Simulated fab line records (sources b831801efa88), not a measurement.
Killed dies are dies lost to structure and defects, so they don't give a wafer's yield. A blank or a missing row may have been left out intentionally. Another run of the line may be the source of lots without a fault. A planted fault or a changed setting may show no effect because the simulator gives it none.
Matching of chambers	flow gf180mcu	3 sister chambers for GF_PASSIVATION_CVD_02 on pecvd-03
The step deposits Si3N4, target thk 700 nm, time 486.18 s. 14 wafers are shown with their chamber, then 7 later ones without.

## WAFERS WITH THEIR CHAMBER
wafer	chamber	heaterPowerOuterW (W)	heaterPowerW (W)
L074.1	0	575	931
L074.2	1	401	677
L074.3	2	376	698
L076.1	2	345	651
L076.3	1	454	745
L076.6	2	362	684
L081.2	2	319	602
L081.3	0	501	817
L081.4	0	534	852
L084.1	0	515	838
L084.4	0	552	880
L084.6	1	421	697
L086.2	1	369	641
L086.4	1	412	687

SIGNATURES, as means of the wafers listed above
reading	chamber 0	chamber 1	chamber 2	scatter within a chamber
heaterPowerOuterW	535.40	411.40	350.50	28.7
heaterPowerW	863.60	689.40	658.75	41.4
Rule: a wafer's distance from a chamber is the root of the sum, over the readings, of the square of ((its reading less the chamber's mean) divided by the reading's scatter). If the next closest chamber is less than 2 further off than the closest, the wafer can't be placed; otherwise it belongs to the closest. How the scatter is found: for the shown wafers, subtract from each reading the mean of its chamber, square and add these, divide the total by (wafers less chambers), then take the root.

## WAFERS MISSING THEIR CHAMBER
wafer	heaterPowerOuterW (W)	heaterPowerW (W)
L086.5	584	920
L093.2	453	785
L093.3	363	606
L093.6	397	667
L097.1	373	688
L097.2	433	690
L097.6	449	719

## WHICH CHAMBER EACH ONE RAN IN
wafer	from the rows above	in truth
L086.5	0	0
L093.2	can't be placed: 1 or 0 or 2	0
L093.3	can't be placed: 2 or 1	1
L093.6	can't be placed: 1 or 2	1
L097.1	can't be placed: 2 or 1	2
L097.2	1	1
L097.6	1	1
Correct placement for 3 of the 7. Can't be placed from these rows: 4 (the true chamber is among the candidates in 4). Placed wrongly: 0.
